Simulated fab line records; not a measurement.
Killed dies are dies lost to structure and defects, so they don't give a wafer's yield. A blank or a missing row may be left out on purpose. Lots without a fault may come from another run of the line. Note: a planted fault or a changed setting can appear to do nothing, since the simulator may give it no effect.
Which tool is to blame? / flow gf180mcu / 18 wafers from 6 lots sampled at 3 of the route's 602 steps

## WHAT THE GAUGES READ, wafer by wafer
GF_V2_CD_MEAS_14 targets a cd of 260 nm.
lot=L476; measured=day 20 23:53; on=cdSem-01; cdNm (nm)=259.3 258.8 259.7
lot=L479; measured=day 22 03:47; on=cdSem-02; cdNm (nm)=261.5 263.5 261.8
lot=L486; measured=day 24 16:14; on=cdSem-02; cdNm (nm)=260.3 259.0 260.8
lot=L493; measured=day 26 21:29; on=cdSem-02; cdNm (nm)=259.2 261.7 261.5
lot=L496; measured=day 27 17:59; on=cdSem-02; cdNm (nm)=259.4 259.3 259.1

## EACH LOT AND THE TOOL THAT RAN IT (in order: tool; ch and the chambers of the sampled wafers; start)
lot=L476; GF_V1_ETCH_16=rieDiel-04 ch 0,3, day 18 19:53; GF_V1_CMP_26=cmp-02 ch 1,2,3, day 18 21:24
lot=L479; GF_V1_ETCH_16=rieDiel-02 ch 0,3, day 20 01:43; GF_V1_CMP_26=cmp-02 ch 0,2,3, day 20 02:59
lot=L483; GF_V1_ETCH_16=rieDiel-03 ch 1,2, day 21 20:07; GF_V1_CMP_26=cmp-01 ch 0,1,3, day 21 21:10
lot=L486; GF_V1_ETCH_16=rieDiel-02 ch 0,1, day 22 16:13; GF_V1_CMP_26=cmp-02 ch 1,3, day 22 17:19
lot=L493; GF_V1_ETCH_16=rieDiel-04 ch 0,1,3, day 25 00:53; GF_V1_CMP_26=cmp-02 ch 0,1,2, day 25 01:56
lot=L496; GF_V1_ETCH_16=rieDiel-02 ch 0,2, day 25 22:11; GF_V1_CMP_26=cmp-02 ch 1,2,3, day 25 23:21
- GF_V1_ETCH_16: etches BARC in N2/H2.
- GF_V1_CMP_26: polishes, stops on SiO2, t overpolish 15 s, target thk 0 nm.

## THE ANSWER, worked out from the rows above alone
Rule: the lots themselves supply what counts as usual. Put in order of their means at a reading, lots are off if they are a third of the lots or fewer, leave a main group of 4 or more, and stand apart from it by a gap of 3 or more times the standard deviation of the main group's means; of several such gaps the widest counts. If all means in a main group match to the digits the tables above print for the reading, that group is not used. A lot without any number at a reading at which 4 lots or more have one is off too. All remaining lots with rows at the step are treated as sound.
No lot is off on any of the readings shown, so nothing can be concluded from this.

## WHAT WAS PUT IN BY THE SIMULATOR
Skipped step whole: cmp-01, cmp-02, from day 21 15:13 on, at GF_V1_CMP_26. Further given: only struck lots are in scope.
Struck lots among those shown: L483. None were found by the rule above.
